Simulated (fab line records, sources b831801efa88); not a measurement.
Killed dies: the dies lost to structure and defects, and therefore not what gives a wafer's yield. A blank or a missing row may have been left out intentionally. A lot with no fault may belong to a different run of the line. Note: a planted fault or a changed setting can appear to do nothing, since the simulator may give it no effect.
fab line records	flow sky130
record lots=6	wafers=18	lastDay=49
route steps=708 shown SONOS_ONO@176 GATE_OXIDE@187 POLY_GATE@204 PAD_OPEN@708
lots that met no fault: taken from a fault-free run of the same line
startH: start of the lot's first displayed wafer, in hours after the record's first day	waitH: hours elapsed since this lot's preceding step	" identical to the entry in the row above	L1.1+2: a row that stands for several wafers	- no value present, or no start provided	* or withheld: withheld	< > ~ a bound
route shown NAME@n: names a module that has steps shown in the file, with the first one's number in the route	usual: the fault-free wafers' mean and standard deviation	same: alike in all rows	chamber/n: place in a boat	sites: readings site by site	_std_site: standard deviation of those values	_edge_site: the outer-site mean with the inner-site mean subtracted	radiusMm: for every site, how far away it sits from the centre of the wafer	mask NAME#n: copy n	behind: the last tool/chamber to shape the wafer	hold: the reason the lot was held/the length of the hold in hours/how it ended	device: the transistor (n, p or np) that didn't switch	end of line: tests run on the same wafers once the route is complete	a step given without rows: its recipe and nothing more	killed: at the first sort, the dies lost to defects and structure; wafer yield is something else	map: shows each die of a wafer: x if killed, . if not, _ if none is there
set.NAME: the setting that was run; set.NAME@STEP: the one run at that earlier step	model.NAME: the simulator's own value behind a step, which no gauge read
lots at selected steps of the route; one table per step, one row per wafer
services: when a tool's chamber went out of use (startH, in hours from the record's first day, below 0 if earlier), for how many hours, and the reason
## steps
# step SKY_SONOS_ONO_COAT_08
# recipe resist=NOVOLAK	spinRpm=3000	resistThkNm=1140
# step SKY_SONOS_ONO_SOFTBAKE_09
# recipe tempC=90	timeS=60	resist=NOVOLAK
# step SKY_SONOS_ONO_EXPOSE_10
# recipe maskId=ONOM	targetCdNm=410	na=0.6	sourceShape=conventional	sigmaOuter=0.6	doseMj=150
# step SKY_SONOS_ONO_PEB_11
# recipe tempC=withheld	timeS=*	resist=NOVOLAK
# step SKY_SONOS_ONO_DEVELOP_12
# recipe developTimeS=60	devTempC=23
# step SKY_SONOS_ONO_CD_MEAS_13
# recipe targetCdNm=410
# usual cdNm=409.6/2.2
lot.wafer	tool	chamber	startH	waitH	cdNm
L462.2	cdSem-02	-	274.37	0.1	410.9
L462.3	"	-	"	"	413.5
L462.4	"	-	"	"	409.8
L469.2	cdSem-02	-	407.02	0.1	405.3
L469.5	"	-	"	"	405.9
L469.6	"	-	"	"	408.7
L476.1	cdSem-01	-	414.89	0.1	411.7
L476.2	"	-	"	"	412.2
L476.5	"	-	"	"	412.1
L479.3	cdSem-02	-	421.89	0.1	411.2
L479.5	"	-	"	"	409.7
L479.6	"	-	"	"	408.4
L480.2	cdSem-02	-	428.36	0.1	409.2
L480.5	"	-	"	"	407.2
L480.6	"	-	"	"	410.3
L482.2	cdSem-02	-	434.37	0.1	412.6
L482.4	"	-	"	"	412.6
L482.5	"	-	"	"	413.9
# step SKY_SONOS_ONO_OVL_MEAS_14
# usual SONOS_ONO_OVL=-0.9/1.5
lot.wafer	tool	chamber	startH	waitH	SONOS_ONO_OVL[nm]
L462.2	overlay-02	-	274.48	0.1	0.1
L462.3	"	-	"	"	-1.1
L462.4	"	-	"	"	-1.0
L469.2	overlay-01	-	407.13	0.1	-1.3
L469.5	"	-	"	"	-0.4
L469.6	"	-	"	"	0.5
L476.1	overlay-01	-	415.01	0.1	-0.1
L476.2	"	-	"	"	0.0
L476.5	"	-	"	"	-1.0
L479.3	overlay-01	-	421.98	0.1	-2.2
L479.5	"	-	"	"	-2.6
L479.6	"	-	"	"	-2.6
L480.2	overlay-01	-	428.47	0.1	-2.3
L480.5	"	-	"	"	-1.1
L480.6	"	-	"	"	-3.1
L482.2	overlay-01	-	434.48	0.1	-3.3
L482.4	"	-	"	"	-2.6
L482.5	"	-	"	"	-2.7
# step SKY_SONOS_ONO_ETCH_15
# recipe targetDepthNm=19.52	chemistry=CHF3/O2	sourceW=600	biasW=200	pressureMtorr=40	chf3FlowSccm=50	O2_flow_sccm=5	timeS=7.8
# usual drypumpMotorCurrentA=5.7/0.38	oesProductAu=0.995/0.013	throttleValvePct=8.823/0.009
lot.wafer	tool	chamber	startH	waitH	drypumpMotorCurrentA	oesProductAu	rfHoursCounterH	throttleValvePct
L462.2	rieDiel-04	2	274.51	0.0	6.0	1.006	2	8.840
L462.3	"	1	"	"	5.2	0.990	13	8.827
L462.4	"	3	"	"	5.7	1.006	116	8.820
L469.2	rieDiel-04	0	407.16	0.0	5.4	0.983	1	8.828
L469.5	"	2	"	"	6.0	0.996	-	8.841
L469.6	"	1	"	"	5.2	1.007	-	8.824
L476.1	rieDiel-03	1	415.05	0.0	5.5	1.010	8	8.830
L476.2	"	0	"	"	5.9	0.990	97	8.821
L476.5	"	0	"	"	5.9	0.990	-	8.820
L479.3	rieDiel-02	2	422.01	0.0	6.4	0.981	31	8.807
L479.5	"	1	"	"	5.6	0.986	-	8.825
L479.6	"	2	"	"	6.4	0.981	-	8.823
L480.2	rieDiel-02	1	428.50	0.0	5.6	0.992	85	8.824
L480.5	"	1	"	"	5.6	0.984	-	8.820
L480.6	"	0	"	"	5.9	1.005	-	8.829
L482.2	rieDiel-04	0	434.51	0.0	5.3	0.976	1	8.825
L482.4	"	3	"	"	5.7	1.020	1	8.823
L482.5	"	3	"	"	5.7	1.019	-	8.812
# step SKY_SONOS_ONO_WET_ETCH_16
# recipe chemistry=dHF	targetDepthNm=14	dry=n2Spin	target=SiO2	dilution=100:1	tempC=25	timeS=280
# step SKY_SONOS_ONO_STRIP_17
# recipe chemistry=O2/N2	powerW=1400	pressureMtorr=1500	platenTempC=withheld	o2FlowSccm=3000	n2FlowSccm=300	overashFraction=0.5
# usual drypumpMotorCurrentA=5.8/0.58	oesProductAu=0.710/0.0046	stripTimeToEndpointS=14.08/0.042
lot.wafer	tool	chamber	startH	waitH	drypumpMotorCurrentA	oesProductAu	rfHoursCounterH	stripTimeToEndpointS
L462.2	plasmaAsher-01	0	274.61	0.0	5.3	0.707	15	14.14
L462.3	"	1	"	"	5.6	0.707	-	14.13
L462.4	"	0	"	"	5.3	0.703	-	14.12
L469.2	plasmaAsher-04	1	407.26	0.0	6.5	0.709	70	14.14
L469.5	"	0	"	"	5.2	0.716	-	14.10
L469.6	"	1	"	"	6.4	0.714	-	14.15
L476.1	plasmaAsher-01	1	415.15	0.0	5.6	0.709	29	14.04
L476.2	"	0	"	"	5.3	0.717	29	14.08
L476.5	"	1	"	"	5.6	0.712	-	14.08
L479.3	plasmaAsher-04	1	422.15	0.0	6.5	0.712	-	14.08
L479.5	"	1	"	"	6.5	0.710	-	14.08
L479.6	"	0	"	"	5.3	0.714	-	14.07
L480.2	plasmaAsher-02	0	428.60	0.0	6.7	0.708	62	14.03
L480.5	"	1	"	"	5.3	0.720	-	14.09
L480.6	"	0	"	"	6.7	0.710	-	14.07
L482.2	plasmaAsher-01	1	434.62	0.0	5.6	0.706	32	14.05
L482.4	"	0	"	"	5.3	0.717	-	14.06
L482.5	"	1	"	"	5.6	0.712	-	14.08
# step SKY_SONOS_ONO_WET_ETCH_18
# recipe chemistry=H3PO4	targetDepthNm=15	target=Si3N4	tempC=160	timeS=172
# step SKY_GATE_OXIDE_CLEAN_00
# recipe chemistry=SC1/SC2	mix=1:4:20	tempC=70	timeS=150	dry=n2Spin
# step SKY_GATE_OXIDE_OXIDATION_01
# recipe tempC=900	ambient=O2	stabiliseS=600	purgeS=300	targetThkA=102.68	oxTimeS=1473
# usual oxTimeS=1473/0	zonePowerLowerPct=19.1/0.32
lot.wafer	tool	chamber	startH	waitH	oxTimeS	zonePowerLowerPct	model.SiO2_of_GATE_OXIDE_OXIDATION_01.thkNm
L462.2	furnace-01	0	276.55	1.7	1473	19.5	10.34
L462.3	"	0	"	"	1473	19.4	10.05
L462.4	"	0	"	"	1473	19.6	10.27
L469.2	furnace-01	0	408.04	0.6	1473	19.5	10.47
L469.5	"	0	"	"	1473	19.3	10.32
L469.6	"	0	"	"	1473	19.3	10.45
L476.1	furnace-02	0	415.95	0.6	1473	18.6	9.942
L476.2	"	0	"	"	1473	19.0	10.17
L476.5	"	0	"	"	1473	18.9	10.1
L479.3	furnace-01	0	422.42	0.1	662.85	19.6	6.054
L479.5	"	0	"	"	662.85	19.0	6.14
L479.6	"	0	"	"	662.85	19.3	5.988
L480.2	furnace-01	0	429.39	0.6	662.85	19.4	5.998
L480.5	"	0	"	"	662.85	19.6	6.098
L480.6	"	0	"	"	662.85	19.5	6.045
L482.2	furnace-02	0	435.71	0.9	1473	19.0	9.97
L482.4	"	0	"	"	1473	18.9	9.895
L482.5	"	0	"	"	1473	19.0	10.04
# step SKY_GATE_OXIDE_THK_MEAS_02
# recipe reads=SiO2_of_GATE_OXIDE_OXIDATION_01
# usual GATE_OXIDE_OXIDATION_00_THK=10.31/0.25
lot.wafer	tool	chamber	startH	waitH	hold	GATE_OXIDE_OXIDATION_00_THK[nm]
L462.2	filmMetro-01	-	277.97	0.0	-	10.31
L462.3	"	-	"	"	-	10.07
L462.4	"	-	"	"	-	10.28
L469.2	filmMetro-01	-	409.46	0.0	-	10.53
L469.5	"	-	"	"	-	10.31
L469.6	"	-	"	"	-	10.45
L476.1	filmMetro-01	-	417.36	0.0	-	10.00
L476.2	"	-	"	"	-	10.16
L476.5	"	-	"	"	-	10.12
L479.3	filmMetro-03	-	423.85	0.0	awaitDispo/0.2h/release	6.05
L479.5	"	-	"	"	awaitDispo/0.2h/release	6.14
L479.6	"	-	"	"	awaitDispo/0.2h/release	6.00
L479.3	filmMetro-03	-	424.07	0.2	-	6.07
L479.5	"	-	"	"	-	6.18
L479.6	"	-	"	"	-	5.97
L480.2	filmMetro-01	-	430.81	0.0	awaitDispo/0.2h/release	5.99
L480.5	"	-	"	"	awaitDispo/0.2h/release	6.15
L480.6	"	-	"	"	awaitDispo/0.2h/release	6.09
L480.2	filmMetro-01	-	431.03	0.2	-	6.04
L480.5	"	-	"	"	-	6.12
L480.6	"	-	"	"	-	6.05
L482.2	filmMetro-03	-	437.13	0.0	-	9.95
L482.4	"	-	"	"	-	9.90
L482.5	"	-	"	"	-	10.02
# step SKY_GATE_OXIDE_HMDS_04
# recipe primeTimeS=60	primeTempC=120
# step SKY_GATE_OXIDE_COAT_05
# recipe resist=NOVOLAK	spinRpm=3000	resistThkNm=1140
# step SKY_GATE_OXIDE_SOFTBAKE_06
# recipe tempC=90	timeS=60	resist=NOVOLAK
# step SKY_GATE_OXIDE_EXPOSE_07
# recipe maskId=LVOM	na=0.6	sourceShape=conventional	sigmaOuter=0.6	polarization=unpolarized	targetCdNm=600	doseMj=170
# step SKY_GATE_OXIDE_PEB_08
# recipe tempC=withheld	timeS=*	resist=NOVOLAK
# step SKY_GATE_OXIDE_DEVELOP_09
# recipe resist=NOVOLAK	developer=TMAH	developTimeS=60	devTempC=23
# step SKY_GATE_OXIDE_OVL_MEAS_10
# usual GATE_OXIDE_OVL=-0.2/1.4
lot.wafer	tool	chamber	startH	waitH	GATE_OXIDE_OVL[nm]
L462.2	overlay-01	-	302.06	0.1	1.5
L462.3	"	-	"	"	0.6
L462.4	"	-	"	"	-0.7
L469.2	overlay-02	-	438.81	0.1	0.2
L469.5	"	-	"	"	-0.7
L469.6	"	-	"	"	-0.4
L476.1	overlay-02	-	445.65	0.1	-0.5
L476.2	"	-	"	"	0.2
L476.5	"	-	"	"	0.3
L479.3	overlay-01	-	452.57	0.1	-1.3
L479.5	"	-	"	"	-0.2
L479.6	"	-	"	"	-0.7
L480.2	overlay-01	-	460.81	0.1	1.8
L480.5	"	-	"	"	2.0
L480.6	"	-	"	"	0.4
L482.2	overlay-01	-	467.05	0.1	1.4
L482.4	"	-	"	"	-1.0
L482.5	"	-	"	"	0.1
# step SKY_GATE_OXIDE_IMPLANT_11
# recipe species=B	energyKev=10	doseCm2=2.6e+12	tiltDeg=withheld
# step SKY_GATE_OXIDE_WET_ETCH_12
# recipe chemistry=dHF	targetDepthNm=16.8	dry=n2Spin	target=SiO2	dilution=100:1	tempC=25	timeS=336
# step SKY_GATE_OXIDE_STRIP_13
# recipe chemistry=O2/N2	powerW=1400	pressureMtorr=1500	platenTempC=withheld	o2FlowSccm=3000	n2FlowSccm=300	overashFraction=0.5
# usual drypumpMotorCurrentA=5.6/0.53	oesProductAu=0.716/0.0049	stripTimeToEndpointS=14.16/0.038
lot.wafer	tool	chamber	startH	waitH	drypumpMotorCurrentA	oesProductAu	rfHoursCounterH	stripTimeToEndpointS
L462.2	plasmaAsher-01	1	302.34	0.0	5.6	0.711	18	14.22
L462.3	"	1	"	"	5.6	0.726	-	14.24
L462.4	"	0	"	"	5.3	0.716	-	14.23
L469.2	plasmaAsher-01	0	439.09	0.0	5.3	0.719	32	14.14
L469.5	"	0	"	"	5.3	0.722	-	14.18
L469.6	"	1	"	"	5.6	0.718	-	14.15
L476.1	plasmaAsher-01	0	445.94	0.0	5.3	0.721	33	14.13
L476.2	"	1	"	"	5.6	0.708	33	14.14
L476.5	"	1	"	"	5.6	0.719	-	14.12
L479.3	plasmaAsher-03	1	452.89	0.0	4.9	0.714	-	14.21
L479.5	"	1	"	"	4.9	0.715	-	14.22
L479.6	"	0	"	"	5.7	0.722	-	14.22
L480.2	plasmaAsher-01	0	461.10	0.0	5.3	0.711	34	14.15
L480.5	"	1	"	"	5.6	0.715	-	14.19
L480.6	"	0	"	"	5.3	0.722	-	14.19
L482.2	plasmaAsher-01	0	467.34	0.0	5.3	0.716	35	14.21
L482.4	"	0	"	"	5.3	0.722	-	14.19
L482.5	"	1	"	"	5.6	0.705	-	14.16
# step SKY_GATE_OXIDE_TW_MEAS_14
# usual GATE_OXIDE_TW=223.4/2.1
lot.wafer	tool	chamber	startH	waitH	hold	GATE_OXIDE_TW
L462.2	filmMetro-01	-	302.45	0.1	-	221.2
L462.3	"	-	"	"	-	221.7
L462.4	"	-	"	"	-	220.8
L469.2	filmMetro-03	-	439.20	0.1	-	223.2
L469.5	"	-	"	"	-	224.3
L469.6	"	-	"	"	-	223.0
L476.1	filmMetro-04	-	446.04	0.1	-	224.9
L476.2	"	-	"	"	-	224.7
L476.5	"	-	"	"	-	223.9
L479.3	filmMetro-04	-	452.97	0.1	awaitDispo/0.2h/release	223.7
L479.5	"	-	"	"	awaitDispo/0.2h/release	225.3
L479.6	"	-	"	"	awaitDispo/0.2h/release	224.2
L479.3	filmMetro-04	-	453.20	0.2	-	226.1
L479.5	"	-	"	"	-	224.9
L479.6	"	-	"	"	-	224.3
L480.2	filmMetro-03	-	461.21	0.1	awaitDispo/0.2h/release	223.9
L480.5	"	-	"	"	awaitDispo/0.2h/release	224.7
L480.6	"	-	"	"	awaitDispo/0.2h/release	224.1
L480.2	filmMetro-03	-	461.43	0.2	-	223.8
L480.5	"	-	"	"	-	224.6
L480.6	"	-	"	"	-	223.7
L482.2	filmMetro-04	-	467.45	0.1	-	225.9
L482.4	"	-	"	"	-	224.0
L482.5	"	-	"	"	-	224.6
# step SKY_GATE_OXIDE_OXIDATION_16
# recipe tempC=800	ambient=O2	idleTempC=700	rampUpCPerMin=10	rampDownCPerMin=3	stabiliseS=600	purgeS=300	targetThkA=35.7	oxTimeS=1915
# usual oxTimeS=1915/0	zonePowerLowerPct=14.86/0.23
lot.wafer	tool	chamber	startH	waitH	oxTimeS	zonePowerLowerPct	model.SiO2_of_GATE_OXIDE_OXIDATION_01.thkNm
L462.2	furnace-02	0	304.68	2.1	1915	14.64	11.64
L462.3	"	0	"	"	1915	15.18	11.39
L462.4	"	0	"	"	1915	14.82	11.54
L469.2	furnace-02	0	439.79	0.5	1915	14.80	11.8
L469.5	"	0	"	"	1915	14.55	11.67
L469.6	"	0	"	"	1915	14.63	11.79
L476.1	furnace-01	0	446.62	0.5	1915	15.27	11.39
L476.2	"	0	"	"	1915	15.12	11.6
L476.5	"	0	"	"	1915	14.96	11.55
L479.3	furnace-01	0	455.35	1.2	1915	15.42	7.849
L479.5	"	0	"	"	1915	14.95	7.925
L479.6	"	0	"	"	1915	15.03	7.773
L480.2	furnace-02	0	465.70	0.4	1915	14.57	7.708
L480.5	"	0	"	"	1915	14.82	7.786
L480.6	"	0	"	"	1915	14.60	7.736
L482.2	furnace-01	0	468.01	0.5	1915	15.34	11.38
L482.4	"	0	"	"	1915	15.08	11.31
L482.5	"	0	"	"	1915	15.01	11.43
# step SKY_POLY_GATE_CVD_00
# recipe material=poly-Si	targetThkNm=180	tempC=620	timeS=720	pressureMtorr=200
# step SKY_PAD_OPEN_PROBE_99
# usual killed_at_M0_to_M3=42/7.3	killed_at_M4_up=3.4/2	killedAtContacts=24/5.8	killedAtFrontEnd=15/4.6	killedAtOther=0.3/0.62	killedDies=84/9.8	killedOpen=47/6.9	killedShort=38/6.3
# same grossDies=492	killedAtBackSide=0
lot.wafer	tool	chamber	startH	waitH	killed_at_M0_to_M3	killed_at_M4_up	killedAtContacts	killedAtFrontEnd	killedAtOther	killedDies	killedOpen	killedShort	model.etest.nfet_16v.rOnOhmUm	model.etest.pfet_16v.rOnOhmUm	model.etest.pfetG5v0d10v5.rOnOhmUm	model.etest.tipSonos.rsOhmSq	model.etest.nfetG5v0d10v5.rOnOhmUm	model.etest.nfetG5v0d10v5.driveUaUm	model.etest.nfet_05v0_nvt.driveUaUm	model.etest.tipP.rsOhmSq
L462.2	prober-01	-	1067.81	0.1	39	4	22	18	0	83	39	44	1.393e+04	1.487e+04	4714	2628	1893	602.9	576.8	6873
L462.3	prober-01	-	1067.86	0.2	35	0	34	12	0	81	41	40	1.394e+04	1.526e+04	4671	2543	1846	620.3	584.5	6880
L462.4	prober-01	-	1067.91	0.2	41	6	19	16	1	83	47	36	1.385e+04	1.461e+04	4619	2649	1843	609	583.1	6858
L469.2	prober-02	-	1168.25	0.1	42	2	13	22	0	79	52	27	1.399e+04	1.446e+04	4793	2681	1907	597.9	568.2	6918
L469.5	prober-02	-	1168.40	0.2	46	2	17	23	0	88	48	40	1.394e+04	1.506e+04	4802	2643	1902	598	574	6827
L469.6	prober-02	-	1168.45	0.2	24	2	29	16	1	72	37	35	1.414e+04	1.541e+04	4785	2670	1881	599.2	572.7	6855
L476.1	prober-02	-	1171.20	0.1	55	1	18	8	0	82	40	42	1.372e+04	1.524e+04	4734	2613	1839	619.6	586.8	6811
L476.2	prober-02	-	1171.25	0.1	47	4	26	11	0	88	40	48	1.38e+04	1.477e+04	4692	2622	1851	604.2	581.1	6741
L476.5	prober-02	-	1171.40	0.2	49	4	30	3	0	86	46	40	1.38e+04	1.495e+04	4684	2633	1866	613.6	582.1	6819
L479.3	prober-01	-	1175.67	0.2	41	5	35	19	1	101	54	47	1.182e+04	1.374e+04	3970	2038	1536	876.7	795.9	6772
L479.5	prober-01	-	1175.77	0.2	48	6	21	13	0	88	55	33	1.188e+04	1.361e+04	3978	2033	1549	866.6	793.3	6705
L479.6	prober-01	-	1175.82	0.2	45	5	25	18	0	93	45	48	1.2e+04	1.442e+04	3955	1982	1520	878.9	802	6742
L480.2	prober-01	-	1177.12	0.1	36	4	21	20	0	81	47	34	1.205e+04	1.403e+04	3919	1993	1527	890	805.5	6774
L480.5	prober-01	-	1177.27	0.2	40	5	19	16	0	80	46	34	1.218e+04	1.416e+04	3908	1972	1523	877	803.3	6803
L480.6	prober-01	-	1177.32	0.2	41	2	27	21	0	91	50	41	1.207e+04	1.354e+04	3892	2006	1512	888.5	804.8	6794
L482.2	prober-01	-	1181.87	0.1	56	4	19	9	0	88	55	33	1.39e+04	1.483e+04	4625	2566	1844	621.2	588.3	6775
L482.4	prober-01	-	1181.97	0.2	39	2	34	13	0	88	53	35	1.364e+04	1.486e+04	4676	2525	1849	622.6	591.8	6767
L482.5	prober-01	-	1182.02	0.2	45	1	21	16	3	86	52	34	1.379e+04	1.488e+04	4646	2562	1851	621.9	587.4	6783
# killed by level:class
L462.2 VIA1:geometricParticle:open=11 METAL1:geometricParticle:short=7 CONTACT:geometricParticle:open=6 LOCAL_INTERCONNECT:geometricParticle:short=5 POLY_GATE:geometricParticle:short=5 CONTACT:geometricParticle:short=5 VIA1:geometricParticle:short=5 METAL2:geometricParticle:short=5
L462.3 CONTACT:geometricParticle:open=9 LI_CONTACT:geometricParticle:open=8 CONTACT:geometricParticle:short=7 METAL2:geometricParticle:short=6 VIA2:geometricParticle:open=6 LOCAL_INTERCONNECT:geometricParticle:short=5 VIA3:geometricParticle:open=5 VIA1:geometricParticle:short=5
L462.4 VIA1:geometricParticle:open=10 CONTACT:geometricParticle:open=7 LI_CONTACT:geometricParticle:open=6 METAL1:geometricParticle:short=6 VIA2:geometricParticle:open=5 POLY_GATE:geometricParticle:short=5 VIA3:geometricParticle:open=5 POLY_GATE:geometricParticle:open=4
L469.2 VIA1:geometricParticle:open=19 VIA3:geometricParticle:open=7 FIELD_ISO:geometricParticle:short=5 SPACER:geometricParticle:open=5 CONTACT:geometricParticle:open=5 FIELD_ISO:geometricParticle:open=4 POLY_GATE:geometricParticle:open=4 METAL1:geometricParticle:short=4
L469.5 VIA1:geometricParticle:open=14 CONTACT:geometricParticle:open=7 FIELD_ISO:geometricParticle:open=6 VIA3:geometricParticle:open=6 VIA1:geometricParticle:short=6 METAL2:geometricParticle:short=5 VIA2:geometricParticle:short=5 POLY_GATE:geometricParticle:short=4
L469.6 CONTACT:geometricParticle:open=10 LI_CONTACT:geometricParticle:open=8 LOCAL_INTERCONNECT:geometricParticle:short=6 FIELD_ISO:geometricParticle:short=4 VIA1:geometricParticle:open=4 METAL1:geometricParticle:short=4 VIA1:geometricParticle:short=4 FIELD_ISO:geometricParticle:open=3
L476.1 VIA1:geometricParticle:open=11 VIA3:geometricParticle:open=10 CONTACT:geometricParticle:open=9 METAL2:geometricParticle:short=7 VIA2:geometricParticle:short=7 METAL1:geometricParticle:short=5 VIA2:geometricParticle:open=5 VIA1:geometricParticle:short=5
L476.2 CONTACT:geometricParticle:short=8 METAL2:geometricParticle:short=6 VIA1:geometricParticle:short=6 VIA1:geometricParticle:open=6 VIA3:geometricParticle:open=6 LI_CONTACT:geometricParticle:open=5 CONTACT:geometricParticle:open=5 METAL1:geometricParticle:short=5
L476.5 VIA1:geometricParticle:open=12 CONTACT:geometricParticle:open=11 VIA2:geometricParticle:open=10 LOCAL_INTERCONNECT:geometricParticle:short=7 LI_CONTACT:geometricParticle:open=6 VIA3:geometricParticle:short=6 VIA1:geometricParticle:short=5 METAL1:geometricParticle:short=4
L479.3 VIA1:geometricParticle:open=11 CONTACT:geometricParticle:short=9 CONTACT:geometricParticle:open=9 LI_CONTACT:geometricParticle:open=7 FIELD_ISO:geometricParticle:open=6 VIA2:geometricParticle:open=6 VIA3:geometricParticle:short=6 LOCAL_INTERCONNECT:geometricParticle:short=5
L479.5 VIA1:geometricParticle:open=15 VIA3:geometricParticle:open=9 CONTACT:geometricParticle:open=7 POLY_GATE:geometricParticle:open=6 METAL1:geometricParticle:short=6 METAL2:geometricParticle:short=6 VIA2:geometricParticle:open=6 LI_CONTACT:geometricParticle:open=4
L479.6 VIA1:geometricParticle:open=9 VIA2:geometricParticle:open=9 METAL2:geometricParticle:short=7 LI_CONTACT:geometricParticle:open=7 CONTACT:geometricParticle:open=7 POLY_GATE:geometricParticle:short=6 CONTACT:geometricParticle:short=5 METAL1:geometricParticle:short=5
L480.2 VIA1:geometricParticle:open=10 CONTACT:geometricParticle:open=8 FIELD_ISO:geometricParticle:open=4 FIELD_ISO:geometricParticle:short=4 LI_CONTACT:geometricParticle:open=4 VIA2:geometricParticle:open=4 VIA1:geometricParticle:short=4 METAL2:geometricParticle:short=4
L480.5 CONTACT:geometricParticle:open=11 VIA1:geometricParticle:open=11 FIELD_ISO:geometricParticle:short=5 METAL1:geometricParticle:short=5 VIA2:geometricParticle:open=5 CONTACT:geometricParticle:short=4 METAL4:geometricParticle:short=4 POLY_GATE:geometricParticle:open=3
L480.6 VIA1:geometricParticle:open=13 CONTACT:geometricParticle:open=8 CONTACT:geometricParticle:short=7 FIELD_ISO:geometricParticle:short=6 METAL3:geometricParticle:short=6 LOCAL_INTERCONNECT:geometricParticle:short=5 VIA3:geometricParticle:open=5 VIA1:geometricParticle:short=5
L482.2 VIA1:geometricParticle:open=13 VIA2:geometricParticle:open=11 METAL2:geometricParticle:short=9 CONTACT:geometricParticle:open=9 VIA3:geometricParticle:open=7 LI_CONTACT:geometricParticle:open=5 FIELD_ISO:geometricParticle:short=3 VIA2:geometricParticle:short=3
L482.4 CONTACT:geometricParticle:open=17 LI_CONTACT:geometricParticle:open=7 VIA1:geometricParticle:open=6 VIA3:geometricParticle:open=6 METAL1:geometricParticle:short=5 LI_CONTACT:geometricParticle:short=5 CONTACT:geometricParticle:short=5 VIA2:geometricParticle:open=5
L482.5 VIA1:geometricParticle:open=11 CONTACT:geometricParticle:open=7 VIA3:geometricParticle:open=7 LI_CONTACT:geometricParticle:open=6 VIA2:geometricParticle:open=6 VIA1:geometricParticle:short=5 METAL1:geometricParticle:short=5 VIA2:geometricParticle:short=4
## services
tool	chamber	startH	hours	kind
rieDiel-02	-	254.29	4.0	pm
rieDiel-02	-	261.85	0.2	repair
plasmaAsher-03	-	272.52	4.3	pm
rieDiel-04	3	277.15	4.5	repair
furnace-02	-	277.66	10.2	repair
rieDiel-02	2	303.16	4.2	repair
rieDiel-02	-	304.19	2.8	pm
plasmaAsher-02	-	325.50	1.6	repair
rieDiel-02	1	337.94	8.3	repair
rieDiel-04	3	339.07	5.9	repair
furnace-02	-	344.46	12.6	repair
rieDiel-04	1	346.15	11.2	repair
furnace-01	-	357.73	3.4	pm
plasmaAsher-03	-	361.22	1.5	repair
furnace-02	-	373.30	3.3	pm
rieDiel-03	1	380.02	5.5	repair
plasmaAsher-04	-	381.83	20.0	repair
plasmaAsher-04	-	382.02	2.9	repair
rieDiel-03	3	409.50	10.0	repair
furnace-01	-	432.31	3.3	pm
rieDiel-02	3	440.67	9.4	repair
furnace-01	-	442.93	1.1	repair
rieDiel-04	-	463.13	1.1	repair
rieDiel-02	0	467.46	1.5	repair
## key
firstSign step=SKY_GATE_OXIDE_OXIDATION_01	reading=oxTimeS	direction=down	sigmas=99+	usual=*	struck=*
effect step=SKY_GATE_OXIDE_THK_MEAS_02	reading=visit	direction=added
effect step=SKY_GATE_OXIDE_THK_MEAS_02	reading=GATE_OXIDE_OXIDATION_00_THK	direction=down	sigmas=17	usual=10.31	struck=6.07
effect step=SKY_GATE_OXIDE_TW_MEAS_14	reading=visit	direction=added
modelEffect step=SKY_GATE_OXIDE_OXIDATION_01	value=SiO2_of_GATE_OXIDE_OXIDATION_01.thkNm	without=10.47	struck=6.054
modelEffect step=SKY_GATE_OXIDE_OXIDATION_16	value=SiO2_of_GATE_OXIDE_OXIDATION_01.thkNm	without=11.81	struck=7.796
modelEffect step=SKY_PAD_OPEN_PROBE_99	value=etest.nfet_16v.rOnOhmUm	without=1.412e+04	struck=1.2e+04
metAt SKY_GATE_OXIDE_OXIDATION_01
struckWafers L479.3,L479.5,L479.6,L480.2,L480.5,L480.6
testerLeftOut L479,L480
onsetBetween 408.04 422.42
fault kind=processParameterDrift	tool=furnace-01	chamber=-	onsetH=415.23	steps=SKY_GATE_OXIDE_OXIDATION_01	channel=oxTimeS	offset=*	shape=step	endH=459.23	actsIn=*	stated=*
# testerLeftOut: of these lots the tester's yield and bins aren't shown, on N5 and GAA mostly nor the transistor test; their killed dies are dies lost to structure and defects alone, not to doping, threshold or leakage, so they don't give the yield
